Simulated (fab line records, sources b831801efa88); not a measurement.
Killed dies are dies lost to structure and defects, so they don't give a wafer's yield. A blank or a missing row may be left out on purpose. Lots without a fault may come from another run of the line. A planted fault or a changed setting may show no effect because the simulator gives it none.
A struck lot beside a sound one | flow sky130 | 36 steps out of a route of 708
Sound: wafers L889.1, L889.2, L889.6. Struck: wafers L882.2, L882.4, L882.6. The cause comes at the end.
At each step with rows: each side's tool, then ch and its chambers, then its first start. Under that, the readings that differ: sound wafers | struck wafers | difference of the means | sigmas: that difference in standard deviations of wafers without a fault.
alike: readings whose means differ by less than 2 such deviations, and words and numbers that are the same on both sides. not compared: withheld readings, readings that some wafer has no value for, bounds like >300 that may hide the same value, and numbers for which the record gives no deviation and whose values overlap.
The two part at a step that has a row with sigmas, a row that says differs or no value, or rows on one side only. Numbers that don't overlap but have no deviation are shown without sigmas and don't part them. A reading that every wafer of one side lacks parts them only if that side has two wafers or more.

first, 8 steps without rows for these wafers: SKY_SONOS_ONO_CVD_04 (deposits SiO2 from SiH4/N2O, target thk 5.7199 nm); SKY_SONOS_ONO_DEHYDRATE_06 (time 60 s); SKY_SONOS_ONO_HMDS_07 (prime time 60 s); SKY_SONOS_ONO_COAT_08 (resist thk 1140 nm); SKY_SONOS_ONO_SOFTBAKE_09 (time 60 s); SKY_SONOS_ONO_EXPOSE_10 (exposes mask ONOM, target cd 410 nm); SKY_SONOS_ONO_PEB_11; SKY_SONOS_ONO_DEVELOP_12 (develop time 60 s).
SKY_SONOS_ONO_ETCH_15: etches the open film in CHF3/O2, target depth 19.52 nm, time 7.8 s.
  sound on rie_diel-04 ch 0,2, day 19 00:28; struck on rie_diel-01 ch 0,1,3, day 15 23:20
  no value came back on the struck wafers for any of 5 readings (O2_flow_sccm (sccm), bias_w (W) and others); on the sound wafers O2_flow_sccm (sccm) reads 5.042 5.026 5.012
  reading                                        | sound             | struck            | difference | sigmas
  model.NOVOLAK_of_SONOS_ONO_COAT_08.thk_nm (nm) | 1127 1127 1127    | 1139 1137 1143    | +13        |
  model.SiO2_of_FIELD_ISO_CVD_24.thk_nm (nm)     | 398.5 399 398.1   | 403.2 401.7 401.8 | +3.7       |
  model.SiO2_of_NWELL_OXIDATION_01.thk_nm (nm)   | 5.263 5.399 5.406 | 9.17 9.108 9.025  | +3.75      |
  not compared: rf_hours_counter_h
then, 1 step without rows for these wafers: SKY_SONOS_ONO_WET_ETCH_16 (etches SiO2 in dHF, target depth 14 nm, time 280 s).
SKY_SONOS_ONO_STRIP_17: strips in O2/N2.
  sound on plasma_asher-04 ch 0,1, day 19 00:34; struck on plasma_asher-04 ch 0,1, day 15 23:26
  alike: drypump_motor_current_A, n2_flow_sccm, oes_product_au, strip_time_to_endpoint_s
  not compared: rf_hours_counter_h
then, 23 steps without rows for these wafers: SKY_SONOS_ONO_WET_ETCH_18 (etches Si3N4 in H3PO4, target depth 15 nm, time 172 s); SKY_GATE_OXIDE_CLEAN_00 (cleans in SC1/SC2, time 150 s); SKY_GATE_OXIDE_OXIDATION_01 (stabilise 600 s, purge 300 s, target thk 10.268 nm); SKY_GATE_OXIDE_DEHYDRATE_03 (time 60 s); SKY_GATE_OXIDE_HMDS_04 (prime time 60 s); SKY_GATE_OXIDE_COAT_05 (resist thk 1140 nm); SKY_GATE_OXIDE_SOFTBAKE_06 (time 60 s); SKY_GATE_OXIDE_EXPOSE_07 (exposes mask LVOM, target cd 600 nm); SKY_GATE_OXIDE_PEB_08; SKY_GATE_OXIDE_DEVELOP_09 (develop time 60 s); SKY_GATE_OXIDE_IMPLANT_11; SKY_GATE_OXIDE_WET_ETCH_12 (etches SiO2 in dHF, target depth 16.8 nm, time 336 s); SKY_GATE_OXIDE_STRIP_13 (strips in O2/N2); SKY_GATE_OXIDE_CLEAN_15 (cleans in SC1/SC2, time 150 s); SKY_GATE_OXIDE_OXIDATION_16 (stabilise 600 s, purge 300 s, target thk 3.57 nm); SKY_POLY_GATE_CVD_00 (deposits poly-Si, target thk 180 nm, time 720 s); SKY_RES_PROTECT_DEHYDRATE_00 (time 60 s); SKY_RES_PROTECT_HMDS_01 (prime time 60 s); SKY_RES_PROTECT_COAT_02 (resist thk 1140 nm); SKY_RES_PROTECT_SOFTBAKE_03 (time 60 s); SKY_RES_PROTECT_EXPOSE_04 (exposes mask RPM, target cd 1270 nm); SKY_RES_PROTECT_PEB_05; SKY_RES_PROTECT_DEVELOP_06 (develop time 60 s).
-- the record jumps here: 15 days lie between the struck wafers' starts before and after (it left off in module RES_PROTECT and takes up again in module SALICIDE, whose first step shown is number 361 of the route) --
SKY_SALICIDE_CLEAN_00: cleans in HF-last, time 30 s.
  sound on wet_bench-03 ch 3, day 34 02:35; struck on wet_bench-04 ch 3, day 31 09:55
  reading                                    | sound             | struck            | difference | sigmas
  model.SiO2_of_FIELD_ISO_CVD_24.thk_nm (nm) | 357.7 358.3 357.4 | 362.5 361.1 361.1 | +3.8       |
-- the record jumps here: 17 days lie between the struck wafers' starts before and after (it left off in module SALICIDE and takes up again in module PAD_OPEN, whose first step shown is number 708 of the route) --
SKY_PAD_OPEN_PROBE_99:
  sound on prober-02, day 50 01:13; struck on prober-01, day 48 09:51
  reading                                | sound                         | struck                       | difference | sigmas
  model.etest.nfet_16v.r_on_ohm_um       | 1.425e+04 1.399e+04 1.403e+04 | 1.802e+04 1.8e+04 1.788e+04  | +3.877e+03 |
  model.etest.pfet_16v.r_on_ohm_um       | 1.544e+04 1.498e+04 1.503e+04 | 1.649e+04 1.64e+04 1.639e+04 | +1.277e+03 |
  model.etest.pfet_g5v0d10v5.r_on_ohm_um | 4799 4738 4750                | 5516 5572 5551               | +784       |
  model.etest.nfet_g5v0d10v5.r_on_ohm_um | 1904 1878 1888                | 2487 2497 2503               | +606       |
  model.etest.nfet_g5v0d10v5.drive_ua_um | 604.9 617.7 600.9             | 385.9 391.5 391.5            | -218.2     |
  model.etest.tip_sonos.rs_ohm_sq        | 2649 2628 2649                | 2746 2804 2716               | +113       |
  model.etest.nfet_05v0_nvt.drive_ua_um  | 579 581.2 575.6               | 422.2 414.1 419.2            | -160.1     |
  model.etest.nfet_16v.drive_ua_um       | 219.3 223.7 221.2             | 129.2 130.2 131.2            | -91.2      |
  alike: killed_at_M0_to_M3, killed_at_M4_up, killed_at_contacts, killed_at_front_end, killed_at_other, killed_dies, killed_open, killed_short

WHERE THEY PART
Only at SKY_SONOS_ONO_ETCH_15, within this record. Later steps at which nothing parts them and some readings are alike: SKY_SONOS_ONO_STRIP_17, SKY_PAD_OPEN_PROBE_99.

WHY: what the simulator had put in
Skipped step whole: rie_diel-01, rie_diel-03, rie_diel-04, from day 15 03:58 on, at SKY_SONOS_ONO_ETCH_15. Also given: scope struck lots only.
